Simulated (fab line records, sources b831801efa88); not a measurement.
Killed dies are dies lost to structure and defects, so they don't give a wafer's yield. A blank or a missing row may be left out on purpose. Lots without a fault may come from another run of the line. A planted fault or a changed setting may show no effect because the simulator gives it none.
fab line records | flow sky130
record lots=7 wafers=21 last_day=51
route steps=708 shown SONOS_ONO@186 GATE_OXIDE@187 PAD_OPEN@708
lots that met no fault: from a run of the same line without faults
start_h: hours from the record's first day to the start of the lot's first wafer shown | wait_h: hours since the lot's step before | " the same as in the row above | L1.1+2: a row that stands for several wafers | - no value, or no start given | * or withheld: withheld | < > ~ a bound
route shown NAME@n: a module of which the file shows steps, and the number in the route of the first | usual: mean/standard deviation of fault-free wafers | same: alike in all rows | chamber/n: place in a boat | sites: the reading at each site | _std_site: their standard deviation | _edge_site: outer sites' mean less inner sites' | radius_mm: how far each site lies from the wafer's centre | mask NAME#n: copy n | behind: the tool/chamber that last shaped the wafer | hold: why the lot was held/for how many hours/how that ended | device: the transistor (n, p or np) that didn't switch | end of line: the same wafers' tests at the end of the route | a step without rows: its recipe alone | killed: dies lost to structure and defects at the first sort, not the wafer's yield | map: a wafer's dies, x killed, . not, _ none there
set.NAME: the setting as run; set.NAME@STEP: as run at that earlier step | model.NAME: the simulator's own value behind a step, which no gauge read
lots at some steps of the route; a table a step, a row a wafer
services: from which hour (start_h, from the record's first day; less than 0 if before it) a tool's chamber was out of use, for how many hours, and why
## steps
# step SKY_SONOS_ONO_WET_ETCH_18
# recipe chemistry=H3PO4 target_depth_nm=15 target=Si3N4 temp_c=160 time_s=172
# step SKY_GATE_OXIDE_CLEAN_00
# recipe chemistry=SC1/SC2 mix=1:4:20 temp_c=70 time_s=150 dry=n2_spin
# step SKY_GATE_OXIDE_OXIDATION_01
# recipe temp_c=900 ambient=O2 stabilise_s=600 purge_s=300 target_thk_a=102.68 ox_time_s=1473
# step SKY_GATE_OXIDE_THK_MEAS_02
# recipe reads=SiO2_of_GATE_OXIDE_OXIDATION_01
# usual GATE_OXIDE_OXIDATION_00_THK=10.19/0.16
# columns lot.wafer tool chamber start_h wait_h GATE_OXIDE_OXIDATION_00_THK[nm]
L545.1 film_metro-02 - 305.77 0.0 10.27
L545.4 " - " " 10.31
L545.6 " - " " 10.26
L556.1 film_metro-01 - 395.73 0.0 10.28
L556.2 " - " " 10.32
L556.5 " - " " 10.36
L559.1 film_metro-02 - 425.29 0.0 10.22
L559.2 " - " " 10.30
L559.5 " - " " 10.18
L561.1 film_metro-01 - 437.66 0.0 10.39
L561.3 " - " " 10.30
L561.5 " - " " 10.40
L562.1 film_metro-01 - 446.52 0.0 9.95
L562.2 " - " " 9.89
L562.4 " - " " 10.00
L565.2 film_metro-01 - 504.03 0.0 9.98
L565.4 " - " " 9.87
L565.5 " - " " 10.05
L564.1 film_metro-01 - 505.43 0.0 10.07
L564.5 " - " " 9.89
L564.6 " - " " 10.05
# step SKY_GATE_OXIDE_DEHYDRATE_03
# recipe temp_c=200 time_s=60
# step SKY_GATE_OXIDE_HMDS_04
# recipe prime_time_s=60 prime_temp_c=120
# step SKY_GATE_OXIDE_COAT_05
# recipe resist=NOVOLAK spin_rpm=3000 resist_thk_nm=1140
# step SKY_GATE_OXIDE_SOFTBAKE_06
# recipe temp_c=90 time_s=60 resist=NOVOLAK
# step SKY_GATE_OXIDE_EXPOSE_07
# recipe mask_id=LVOM na=0.6 source_shape=conventional sigma_outer=0.6 polarization=unpolarized target_cd_nm=600 dose_mj=170
# step SKY_GATE_OXIDE_PEB_08
# recipe temp_c=withheld time_s=* resist=NOVOLAK
# step SKY_GATE_OXIDE_DEVELOP_09
# recipe resist=NOVOLAK developer=TMAH develop_time_s=60 dev_temp_c=23
# step SKY_GATE_OXIDE_OVL_MEAS_10
# usual GATE_OXIDE_OVL=1.2/1.4
# columns lot.wafer tool chamber start_h wait_h GATE_OXIDE_OVL[nm]
L545.1 overlay-02 - 331.74 0.1 -2.1
L545.4 " - " " -0.7
L545.6 " - " " -1.7
L556.1 overlay-01 - 423.94 0.1 3.1
L556.2 " - " " 3.6
L556.5 " - " " 2.3
L559.1 overlay-02 - 455.79 0.1 1.5
L559.2 " - " " 0.8
L559.5 " - " " 0.3
L561.1 overlay-01 - 467.58 0.1 0.5
L561.3 " - " " -0.4
L561.5 " - " " 0.6
L562.1 overlay-02 - 476.03 0.1 -0.7
L562.2 " - " " -0.7
L562.4 " - " " -0.8
L565.2 overlay-02 - 534.09 0.1 1.4
L565.4 " - " " 2.6
L565.5 " - " " 1.4
L564.1 overlay-02 - 536.34 0.1 0.6
L564.5 " - " " 1.3
L564.6 " - " " 1.1
# step SKY_GATE_OXIDE_IMPLANT_11
# recipe species=B energy_kev=10 dose_cm2=2.6e+12 tilt_deg=withheld
# usual beam_energy_keV=10.001/0.0031 dose_ions_cm2=2.6e+12/3.1e+09 faraday_current_uA=14.64/0.29
# columns lot.wafer tool chamber start_h wait_h beam_energy_keV dose_ions_cm2 faraday_current_uA
L545.1 implanter-02 0 331.77 0.0 10.004 2.596e+12 14.63
L545.4 " 0 " " 10.003 2.601e+12 14.37
L545.6 " 0 " " 10.002 2.597e+12 14.42
L556.1 implanter-03 0 423.97 0.0 10.003 2.603e+12 14.44
L556.2 " 0 " " 10.001 2.602e+12 14.60
L556.5 " 0 " " 10.003 2.605e+12 14.61
L559.1 implanter-03 0 455.82 0.0 10.004 3.729e+12 20.72
L559.2 " 0 " " 9.999 3.729e+12 20.55
L559.5 " 0 " " 10.005 3.726e+12 20.47
L561.1 implanter-03 0 467.62 0.0 10.002 3.729e+12 22.18
L561.3 " 0 " " 9.999 3.73e+12 20.57
L561.5 " 0 " " 9.997 3.731e+12 21.02
L562.1 implanter-03 0 476.07 0.0 10.001 3.729e+12 20.61
L562.2 " 0 " " 10.000 3.731e+12 21.67
L562.4 " 0 " " 9.999 3.726e+12 20.97
L565.2 implanter-02 0 534.14 0.0 10.007 2.598e+12 14.78
L565.4 " 0 " " 10.003 2.596e+12 15.15
L565.5 " 0 " " 10.002 2.595e+12 14.45
L564.1 implanter-02 0 536.37 0.0 10.002 2.602e+12 13.94
L564.5 " 0 " " 9.999 2.597e+12 14.68
L564.6 " 0 " " 10.005 2.603e+12 14.43
# step SKY_GATE_OXIDE_WET_ETCH_12
# recipe chemistry=dHF target_depth_nm=16.8 dry=n2_spin target=SiO2 dilution=100:1 temp_c=25 time_s=336
# step SKY_GATE_OXIDE_STRIP_13
# recipe chemistry=O2/N2 power_w=1400 pressure_mtorr=1500 platen_temp_c=withheld o2_flow_sccm=3000 n2_flow_sccm=300 overash_fraction=0.5
# usual drypump_motor_current_A=6.0/0.33 oes_product_au=0.716/0.0047 strip_time_to_endpoint_s=14.17/0.043
# columns lot.wafer tool chamber start_h wait_h drypump_motor_current_A oes_product_au rf_hours_counter_h strip_time_to_endpoint_s
L545.1 plasma_asher-04 0 332.03 0.0 6.4 0.712 50 14.11
L545.4 " 1 " " 5.8 0.718 - 14.13
L545.6 " 0 " " 6.4 0.713 - 14.11
L556.1 plasma_asher-04 1 424.23 0.0 5.8 0.718 59 14.12
L556.2 " 0 " " 6.4 0.713 59 14.15
L556.5 " 1 " " 5.8 0.716 - 14.14
L559.1 plasma_asher-03 0 456.18 0.0 6.6 0.719 74 14.18
L559.2 " 1 " " 5.4 0.710 74 14.15
L559.5 " 0 " " 6.5 0.711 - 14.18
L561.1 plasma_asher-03 1 467.88 0.0 5.5 0.722 75 14.12
L561.3 " 0 " " 6.6 0.721 - 14.18
L561.5 " 0 " " 6.6 0.714 - 14.07
L562.1 plasma_asher-01 1 476.32 0.0 6.0 0.717 3 14.13
L562.2 " 0 " " 5.8 0.718 3 14.15
L562.4 " 0 " " 5.8 0.726 - 14.16
L565.2 plasma_asher-01 0 534.37 0.0 5.8 0.720 9 14.18
L565.4 " 0 " " 5.8 0.717 - 14.17
L565.5 " 0 " " 5.8 0.723 - 14.17
L564.1 plasma_asher-01 1 536.62 0.0 6.0 0.721 9 14.13
L564.5 " 1 " " 6.0 0.716 - 14.09
L564.6 " 0 " " 5.8 0.715 - 14.11
# step SKY_GATE_OXIDE_TW_MEAS_14
# usual GATE_OXIDE_TW=223/3.3
# columns lot.wafer tool chamber start_h wait_h hold GATE_OXIDE_TW
L545.1 film_metro-03 - 332.13 0.1 - 220
L545.4 " - " " - 220
L545.6 " - " " - 220
L556.1 film_metro-02 - 424.33 0.1 - 224
L556.2 " - " " - 225
L556.5 " - " " - 226
L559.1 film_metro-03 - 456.28 0.1 await_dispo/0.2h/release 242
L559.2 " - " " await_dispo/0.2h/release 242
L559.5 " - " " await_dispo/0.2h/release 245
L559.1 film_metro-03 - 456.56 0.3 - 243
L559.2 " - " " - 243
L559.5 " - " " - 243
L561.1 film_metro-03 - 467.98 0.1 await_dispo/0.2h/release 242
L561.3 " - " " await_dispo/0.2h/release 243
L561.5 " - " " await_dispo/0.2h/release 243
L561.1 film_metro-03 - 468.21 0.2 - 244
L561.3 " - " " - 242
L561.5 " - " " - 242
L562.1 film_metro-01 - 476.42 0.1 await_dispo/0.2h/release 245
L562.2 " - " " await_dispo/0.2h/release 246
L562.4 " - " " await_dispo/0.2h/release 245
L562.1 film_metro-01 - 476.65 0.2 - 245
L562.2 " - " " - 246
L562.4 " - " " - 245
L565.2 film_metro-02 - 534.48 0.1 - 228
L565.4 " - " " - 228
L565.5 " - " " - 226
L564.1 film_metro-01 - 536.72 0.1 - 221
L564.5 " - " " - 221
L564.6 " - " " - 222
# step SKY_PAD_OPEN_PROBE_99
# usual killed_at_M0_to_M3=43/6.8 killed_at_M4_up=3.1/1.8 killed_at_contacts=25/5.8 killed_at_front_end=15/4.2 killed_at_other=0.3/0.5 killed_dies=87/9.7 killed_open=47/7.3 killed_short=39/6.6
# same gross_dies=492 killed_at_back_side=0
# columns lot.wafer tool chamber start_h wait_h hold killed_at_M0_to_M3 killed_at_M4_up killed_at_contacts killed_at_front_end killed_at_other killed_dies killed_open killed_short
L545.1 prober-01 - 1098.24 0.1 - 36 2 26 16 0 80 50 30
L545.4 prober-01 - 1098.39 0.2 - 42 3 21 15 1 82 40 42
L545.6 prober-01 - 1098.49 0.2 - 48 0 25 14 1 88 47 41
L556.1 prober-01 - 1155.68 0.1 - 52 0 27 20 0 99 49 50
L556.2 prober-01 - 1155.73 0.1 - 51 1 21 18 1 92 51 41
L556.5 prober-01 - 1155.88 0.2 - 59 4 21 16 0 100 48 52
L559.1 prober-02 - 1175.49 0.1 await_dispo/2.1h/release 40 5 23 13 0 81 52 29
L559.2 prober-02 - 1175.54 0.1 await_dispo/2.1h/release 32 4 27 16 0 79 49 30
L559.5 prober-02 - 1175.69 0.2 await_dispo/2.1h/release 39 4 29 14 0 86 35 51
L561.1 prober-02 - 1181.86 0.1 await_dispo/2.3h/release 41 1 21 9 1 73 39 34
L561.3 prober-02 - 1181.96 0.2 await_dispo/2.3h/release 47 2 33 10 1 93 49 44
L561.5 prober-02 - 1182.06 0.2 await_dispo/2.3h/release 28 3 25 18 0 74 37 37
L562.1 prober-02 - 1189.90 0.1 await_dispo/4.6h/release 46 3 27 10 0 86 54 32
L562.2 prober-02 - 1189.95 0.1 await_dispo/4.6h/release 54 4 22 18 0 98 48 50
L562.4 prober-02 - 1190.05 0.2 await_dispo/4.6h/release 37 5 19 24 2 87 45 42
L564.1 prober-02 - 1216.91 0.1 - 63 5 15 13 0 96 55 40
L564.5 prober-02 - 1217.11 0.2 - 52 4 21 12 1 90 36 51
L564.6 prober-02 - 1217.16 0.2 - 49 6 35 17 0 107 48 59
# killed by level:class
L545.1 VIA1:geometric_particle:open=12 LI_CONTACT:geometric_particle:open=10 CONTACT:geometric_particle:open=9 VIA3:geometric_particle:open=8 POLY_GATE:geometric_particle:short=4 VIA1:geometric_particle:short=4 METAL2:geometric_particle:short=4 FIELD_ISO:geometric_particle:open=3
L545.4 VIA3:geometric_particle:open=9 VIA1:geometric_particle:open=9 CONTACT:geometric_particle:short=8 VIA1:geometric_particle:short=7 CONTACT:geometric_particle:open=6 FIELD_ISO:geometric_particle:open=4 VIA2:geometric_particle:open=4 FIELD_ISO:geometric_particle:short=3
L545.6 VIA1:geometric_particle:open=13 METAL2:geometric_particle:short=10 CONTACT:geometric_particle:open=8 VIA1:geometric_particle:short=6 VIA2:geometric_particle:open=6 LI_CONTACT:geometric_particle:open=5 LOCAL_INTERCONNECT:geometric_particle:short=5 POLY_GATE:geometric_particle:open=4
L556.1 VIA1:geometric_particle:open=21 CONTACT:geometric_particle:open=7 FIELD_ISO:geometric_particle:short=6 LI_CONTACT:geometric_particle:open=6 LOCAL_INTERCONNECT:geometric_particle:short=6 CONTACT:geometric_particle:short=6 METAL1:geometric_particle:short=6 METAL2:geometric_particle:short=6
L556.2 VIA1:geometric_particle:open=16 CONTACT:geometric_particle:open=8 VIA3:geometric_particle:open=7 POLY_GATE:geometric_particle:short=6 METAL1:geometric_particle:short=5 METAL2:geometric_particle:short=5 FIELD_ISO:geometric_particle:open=4 LOCAL_INTERCONNECT:geometric_particle:short=4
L556.5 METAL2:geometric_particle:short=11 VIA1:geometric_particle:open=9 CONTACT:geometric_particle:open=9 FIELD_ISO:geometric_particle:short=8 VIA2:geometric_particle:open=8 METAL1:geometric_particle:short=7 METAL3:geometric_particle:short=5 VIA1:geometric_particle:short=5
L559.1 VIA1:geometric_particle:open=11 VIA3:geometric_particle:open=8 CONTACT:geometric_particle:open=8 LI_CONTACT:geometric_particle:open=5 CONTACT:geometric_particle:short=5 FIELD_ISO:geometric_particle:open=4 METAL1:geometric_particle:short=4 VIA1:geometric_particle:short=4
L559.2 LI_CONTACT:geometric_particle:open=13 CONTACT:geometric_particle:short=8 VIA1:geometric_particle:open=8 CONTACT:geometric_particle:open=6 VIA1:geometric_particle:short=6 FIELD_ISO:geometric_particle:open=5 VIA3:geometric_particle:open=5 POLY_GATE:geometric_particle:short=4
L559.5 VIA1:geometric_particle:open=7 LI_CONTACT:geometric_particle:open=7 VIA1:geometric_particle:short=7 LI_CONTACT:geometric_particle:short=6 CONTACT:geometric_particle:short=6 METAL2:geometric_particle:short=6 POLY_GATE:geometric_particle:open=5 CONTACT:geometric_particle:open=5
L561.1 CONTACT:geometric_particle:open=9 METAL1:geometric_particle:short=6 VIA1:geometric_particle:open=6 VIA2:geometric_particle:open=6 CONTACT:geometric_particle:short=4 VIA1:geometric_particle:short=4 METAL2:geometric_particle:short=4 VIA3:geometric_particle:short=4
L561.3 CONTACT:geometric_particle:open=13 VIA1:geometric_particle:open=11 LI_CONTACT:geometric_particle:open=7 METAL2:geometric_particle:short=6 CONTACT:geometric_particle:short=6 VIA2:geometric_particle:open=6 VIA1:geometric_particle:short=6 LI_CONTACT:geometric_particle:short=5
L561.5 CONTACT:geometric_particle:open=7 LI_CONTACT:geometric_particle:short=5 METAL1:geometric_particle:short=5 VIA2:geometric_particle:open=5 FIELD_ISO:geometric_particle:short=4 POLY_GATE:geometric_particle:open=4 LOCAL_INTERCONNECT:geometric_particle:short=4 LOCAL_INTERCONNECT:geometric_particle:open=4
L562.1 CONTACT:geometric_particle:open=13 VIA1:geometric_particle:open=11 METAL1:geometric_particle:short=9 METAL2:geometric_particle:short=6 VIA3:geometric_particle:open=6 LOCAL_INTERCONNECT:geometric_particle:short=5 FIELD_ISO:geometric_particle:open=4 POLY_GATE:geometric_particle:open=4
L562.2 VIA1:geometric_particle:open=13 METAL2:geometric_particle:short=8 METAL1:geometric_particle:short=8 VIA3:geometric_particle:open=7 LI_CONTACT:geometric_particle:open=6 VIA1:geometric_particle:short=5 POLY_GATE:geometric_particle:open=5 POLY_GATE:geometric_particle:short=5
L562.4 VIA1:geometric_particle:open=10 FIELD_ISO:geometric_particle:short=6 POLY_GATE:geometric_particle:open=6 CONTACT:geometric_particle:open=6 VIA3:geometric_particle:open=6 FIELD_ISO:geometric_particle:open=5 LI_CONTACT:geometric_particle:open=5 CONTACT:geometric_particle:short=5
L564.1 VIA3:geometric_particle:open=16 VIA1:geometric_particle:open=11 METAL1:geometric_particle:short=10 VIA2:geometric_particle:open=8 METAL2:geometric_particle:short=7 CONTACT:geometric_particle:open=6 POLY_GATE:geometric_particle:short=4 LI_CONTACT:geometric_particle:open=4
L564.5 VIA1:geometric_particle:open=10 METAL1:geometric_particle:short=9 LI_CONTACT:geometric_particle:open=7 VIA1:geometric_particle:short=6 VIA3:geometric_particle:short=6 CONTACT:geometric_particle:open=5 METAL2:geometric_particle:short=5 VIA2:geometric_particle:short=4
L564.6 LI_CONTACT:geometric_particle:open=12 VIA1:geometric_particle:open=11 METAL1:geometric_particle:short=10 LOCAL_INTERCONNECT:geometric_particle:short=8 CONTACT:geometric_particle:short=7 CONTACT:geometric_particle:open=6 VIA2:geometric_particle:open=6 FIELD_ISO:geometric_particle:short=5
# map L559.5 (x killed, . not)
__________..x......._________
________x.x..........x_______
______...x.....x..xx...x_____
_____......xx....x..x....____
____x.........xx.....x....___
___x..x....x...............__
__.............x......x...x._
_..........x...x.....xxxx..x.
_..............x....x....x.x.
_....x......x....x.xx......xx
_.x.....x.xx..x.x..x...xx.x.x
_...............x........x..x
_x.................x.........
_........x............x......
_.........xxx.......x.....x..
__....x......xx.x.......x..._
___..........x.xx...x..xxx.__
____.xx.......x........x..___
_____x...................____
______.........x.x.x...._____
________.x............_______
__________....x....._________
# map L561.3 (x killed, . not)
__________....x....._________
________...xx....x...x_______
______.....xx.......x.x._____
_____x........x....x.....____
____....xx.xx...........xx___
___.........x.x..x..xx.....__
__x........x..x............._
_.x........xx.......x........
_.......x.................xx.
_x............x..........xx..
_x.......x....x.....x.....x.x
_..x.........xxxx.........x..
_x......x..x.xx...x...x.....x
_x...xx....x...x..x.x.x.x....
_.........x.....xx......x.x..
__..x.x....x.x.........x...._
___..x........xx.x......x..__
____.x.............x..x.x.___
_____..........xx..x.....____
______...x.........x...._____
________..x..x......x._______
__________.........._________
## services
# columns tool chamber start_h hours kind
implanter-03 - 311.76 4.4 pm
plasma_asher-01 - 362.83 4.4 repair
implanter-02 - 370.63 7.4 pm
implanter-02 - 415.57 7.4 repair
plasma_asher-01 - 421.25 9.0 pm
plasma_asher-01 0 421.25 9.0 vent_cycle
plasma_asher-01 1 421.25 9.0 vent_cycle
plasma_asher-01 0 430.25 - clean
plasma_asher-01 1 430.25 - clean
plasma_asher-01 - 456.16 15.4 repair
implanter-02 - 495.20 3.7 repair
implanter-02 - 515.63 6.1 repair
## key
first_sign step=SKY_GATE_OXIDE_IMPLANT_11 reading=dose_ions_cm2 direction=up sigmas=99+ usual=* struck=*
effect step=SKY_GATE_OXIDE_IMPLANT_11 reading=faraday_current_uA direction=up sigmas=22 usual=14.64 struck=20.97
effect step=SKY_GATE_OXIDE_TW_MEAS_14 reading=visit direction=added
effect step=SKY_GATE_OXIDE_TW_MEAS_14 reading=GATE_OXIDE_TW direction=up sigmas=6.1 usual=223 struck=244
effect step=SKY_PAD_OPEN_PROBE_99 reading=hold direction=added
met_at SKY_GATE_OXIDE_IMPLANT_11
struck_wafers L559.1,L559.2,L559.5,L561.1,L561.3,L561.5,L562.1,L562.2,L562.4
tester_left_out L559,L561,L562
onset_between 423.97 455.82
fault kind=process_parameter_drift tool=implanter-03 chamber=- onset_h=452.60 steps=SKY_GATE_OXIDE_IMPLANT_11 channel=dose_cm2 offset=* shape=step end_h=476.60 acts_in=* stated=*
# tester_left_out: of these lots the tester's yield and bins aren't shown, on N5 and GAA mostly nor the transistor test; their killed dies are dies lost to structure and defects alone, not to doping, threshold or leakage, so they don't give the yield
